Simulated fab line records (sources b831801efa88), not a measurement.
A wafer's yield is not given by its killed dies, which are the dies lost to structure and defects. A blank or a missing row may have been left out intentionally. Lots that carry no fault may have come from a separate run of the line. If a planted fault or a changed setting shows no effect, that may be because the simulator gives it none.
Which of the tools did it? | flow sky130 | Sampling: 13 lots, 37 wafers, 4 of 708 route steps

## WHAT EACH GAUGE READ, for each wafer
SKY_VT_ADJUST_HVTP_CD_MEAS_07 targets a cd of 380 nm.
lot  | measured     | on        | cd nm (nm)
L760 | day 6 05:02  | cd sem-01 | 375.6 377.2 377.1
L761 | day 6 09:32  | cd sem-01 | 380.1 383.2 381.5
L762 | day 6 14:09  | cd sem-01 | 380.6 379.4 380.2
L763 | day 6 19:43  | cd sem-02 | 375.2 375.3 378.2
L764 | day 7 04:16  | cd sem-02 | 375.5 377.4 377.5
L765 | day 7 07:17  | cd sem-01 | 384.5 385.8 384.4
L766 | day 7 14:23  | cd sem-02 | 381.2 380.1 377.0
L769 | day 8 09:07  | cd sem-01 | 368.8
L779 | day 11 02:02 | cd sem-02 | 379.3 379.2 381.3
L780 | day 11 10:03 | cd sem-02 | 377.8 376.3 378.3
L781 | day 12 01:20 | cd sem-01 | 376.0 376.0 374.3
L782 | day 12 08:32 | cd sem-02 | 378.9 377.9 382.8
L783 | day 12 08:14 | cd sem-02 | 378.8 377.2 378.6

SKY_SONOS_ONO_THK_MEAS_03.
lot  | measured     | on            | SONOS_ONO_CVD_02_THK (nm)
L760 | day 11 16:49 | film metro-04 | 10.45 10.60 10.61
L761 | day 11 22:03 | film metro-04 | 10.51 10.66 10.56
L762 | day 12 03:27 | film metro-01 | 10.43 10.44 10.32
L763 | day 12 12:51 | film metro-04 | 10.49 10.55 10.40
L764 | day 12 23:36 | film metro-04 | 10.39 10.43 10.54
L765 | day 13 02:58 | film metro-03 | 10.35 10.31 10.31
L766 | day 13 11:47 | film metro-03 | 10.48 10.38 10.39
L769 | day 14 13:40 | film metro-03 | 10.62
L779 | day 17 22:49 | film metro-03 | 10.20 10.15 10.21
L780 | day 18 09:58 | film metro-03 | 10.20 10.30 10.29
L781 | day 19 11:22 | film metro-04 | 10.51 10.74 10.64
L782 | day 19 12:25 | film metro-04 | 10.57 10.62 10.74
L783 | day 19 11:22 | film metro-03 | 10.53 10.48 10.49

## WHICH TOOL RAN EACH LOT (tool, then ch and the chambers of the sampled wafers, then the start)
lot  | SKY_FIELD_ISO_ETCH_14             | SKY_VT_ADJUST_HVTP_EXPOSE_04
L760 | rie diel-02 ch 0,1,3, day 2 04:29 | iline stepper-02 ch 0, day 5 19:40
L761 | rie diel-04 ch 0,3, day 2 10:47   | iline stepper-01 ch 0, day 6 00:24
L762 | rie diel-01 ch 0,3, day 2 15:44   | iline stepper-02 ch 0, day 6 05:08
L763 | rie diel-02 ch 1,2, day 2 21:40   | iline stepper-02 ch 0, day 6 10:00
L764 | rie diel-04 ch 1,3, day 3 03:46   | iline stepper-01 ch 0, day 6 19:14
L765 | rie diel-02 ch 1,2, day 3 06:56   | iline stepper-02 ch 0, day 6 22:35
L766 | rie diel-04 ch 0,2,3, day 3 11:41 | iline stepper-02 ch 0, day 7 04:52
L769 | rie diel-02 ch 0, day 4 03:31     | iline stepper-02 ch 0, day 7 23:22
L779 | rie diel-04 ch 0,1,2, day 6 09:20 | iline stepper-02 ch 0, day 10 14:34
L780 | rie diel-02 ch 0,3, day 6 13:56   | iline stepper-01 ch 0, day 10 21:53
L781 | rie diel-01 ch 0,1, day 6 21:03   | iline stepper-01 ch 0, day 11 13:52
L782 | rie diel-01 ch 0,2,3, day 7 02:24 | iline stepper-01 ch 0, day 11 20:49
L783 | rie diel-04 ch 0,2,3, day 7 04:54 | iline stepper-01 ch 0, day 11 20:13
- SKY_FIELD_ISO_ETCH_14: etches BARC in N2/H2, stops on SiO2, time 45.9 s, target depth 60 nm.
- SKY_VT_ADJUST_HVTP_EXPOSE_04: exposes mask HVTPM, target cd 380 nm.

## AS READ BY THE TOOLS THEMSELVES (means over the sampled wafers that have a number; for cases with no such wafer, the mark the record gives instead)
SKY_FIELD_ISO_ETCH_14.
lot  | tool        | drypump motor current A (A) | oes product au (a.u.) | throttle valve pct (%)
L760 | rie diel-02 | 5.9                         | 0.850                 | 13.222
L761 | rie diel-04 | 5.7                         | 0.858                 | 13.228
L762 | rie diel-01 | 6.0                         | 0.848                 | 13.213
L763 | rie diel-02 | 5.4                         | 0.858                 | 13.229
L764 | rie diel-04 | 6.1                         | 0.848                 | 13.228
L765 | rie diel-02 | 5.5                         | 0.855                 | 13.223
L766 | rie diel-04 | 5.9                         | 0.853                 | 13.221
L769 | rie diel-02 | 6.0                         | 0.858                 | 13.219
L779 | rie diel-04 | 6.2                         | 0.855                 | 13.226
L780 | rie diel-02 | 6.0                         | 0.852                 | 13.230
L781 | rie diel-01 | 5.6                         | 0.853                 | 13.223
L782 | rie diel-01 | 5.7                         | 0.855                 | 13.223
L783 | rie diel-04 | 5.9                         | 0.853                 | 13.233

## THE ANSWER, worked out from the rows above alone
Rule: usual is defined by the lots themselves. The widest of any qualifying gaps counts: lots, ordered by their means at a reading, are off when they make up no more than a third of the lots, leave a main group of 4 or more, and stand apart from it by 3 or more times the standard deviation of that group's means. The tables above print the reading to a certain number of digits; a main group whose means all agree to those digits is not used. Also off: a lot with no number at a reading for which 4 or more lots have one. The other lots that the step has rows for count as sound. First the gauges in route order, then the tools' own readings, where a lot's mean is used as printed above. The first step at which some lot is off is used, and at that step the reading that is off furthest; a lot without a number counts as furthest.
Nothing can be told from this: no lot is off at any reading shown.

## WHAT WAS PUT IN BY THE SIMULATOR
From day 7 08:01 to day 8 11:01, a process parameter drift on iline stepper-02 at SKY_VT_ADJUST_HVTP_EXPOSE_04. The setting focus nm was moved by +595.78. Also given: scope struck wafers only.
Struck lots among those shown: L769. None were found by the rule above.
